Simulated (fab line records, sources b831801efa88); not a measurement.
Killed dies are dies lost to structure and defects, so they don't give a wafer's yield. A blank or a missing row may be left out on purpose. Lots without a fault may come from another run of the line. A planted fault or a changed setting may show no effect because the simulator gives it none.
One fault seen from 2 desks | flow sky130 | each desk has only its own numbers; what lay behind them comes last

THE TOOL OWNER'S DESK: rie_metal-01
The tool's own readings at SKY_METAL4_METAL_ETCH_18 (etches the open film in Cl2/BCl3, stops on SiO2, target depth 845 nm, time 183.1 s): means of the sampled wafers that have a number, for each lot that ran on this tool. A lot is out of limits, marked OUT, if its mean lies more than 4 standard deviations from the usual mean; the brackets give that distance.
Columns: A = drypump_motor_current_A at SKY_METAL4_METAL_ETCH_18, usual 5.40 A; B = oes_product_au at SKY_METAL4_METAL_ETCH_18, usual 0.873 a.u.; C = throttle_valve_pct at SKY_METAL4_METAL_ETCH_18, usual 22.265 %
lot  | first seen here | A    | B     | C
L210 | day 42 06:20    | 5.21 | 0.874 | 22.271
L218 | day 44 14:02    | 5.22 | 0.865 | 22.260
L222 | day 45 16:02    | 5.21 | 0.868 | 22.269
L227 | day 46 16:46    | 5.17 | 0.877 | 22.268
L232 | day 48 02:11    | 5.20 | 0.876 | 22.264
This desk's finding: nothing out of limits on any of the 5 lots.

THE METROLOGY DESK
What the gauges read, lot by lot, whatever tool the lot ran on: means of the sampled wafers that have a number. A lot is out of limits, marked OUT, if its mean lies more than 4 standard deviations from the usual mean; the brackets give that distance.
Columns: A = cd_nm at SKY_METAL4_CD_MEAS_13, usual 299.7 nm; B = METAL4_OVL at SKY_METAL4_OVL_MEAS_14, usual 0 nm; C = VIA4_HDPCVD_THK at SKY_VIA4_THK_MEAS_01, usual 1747 nm; D = VIA4_BOW at SKY_VIA4_BOW_MEAS_03, usual 79 um; E = VIA4_OVL at SKY_VIA4_OVL_MEAS_11, usual -1.1 nm; F = VIA4_W_RS at SKY_VIA4_RS_MEAS_19, usual 0.2186 ohm/sq; G = VIA4_W_THK at SKY_VIA4_THK_MEAS_20, usual 532 nm
lot  | first seen here | A     | B  | C    | D  | E    | F      | G
L210 | day 42 06:03    | 297.4 | -2 | 1727 | 74 | 0.4  | 0.2183 | 527
L213 | day 43 01:15    | 299.7 | 3  | 1747 | 71 | 0.1  | 0.2218 | 523
L218 | day 44 13:44    | 300.4 | -1 | 1763 | 80 | 0.7  | 0.2196 | 530
L222 | day 45 15:46    | 299.1 | -4 | 1731 | 66 | -0.4 | 0.2180 | 529
L227 | day 46 16:21    | 299.4 | 10 | 1774 | 82 | 1.1  | 0.2220 | 525
L232 | day 48 01:55    | 300.1 | 0  | 1732 | 82 | -2.9 | 0.2170 | 539
This desk's finding: nothing out of limits on any of the 6 lots.

PUT TOGETHER
The tool owner's desk saw nothing out of limits.
The metrology desk saw nothing out of limits.

WHAT THE SIMULATOR HAD PUT IN
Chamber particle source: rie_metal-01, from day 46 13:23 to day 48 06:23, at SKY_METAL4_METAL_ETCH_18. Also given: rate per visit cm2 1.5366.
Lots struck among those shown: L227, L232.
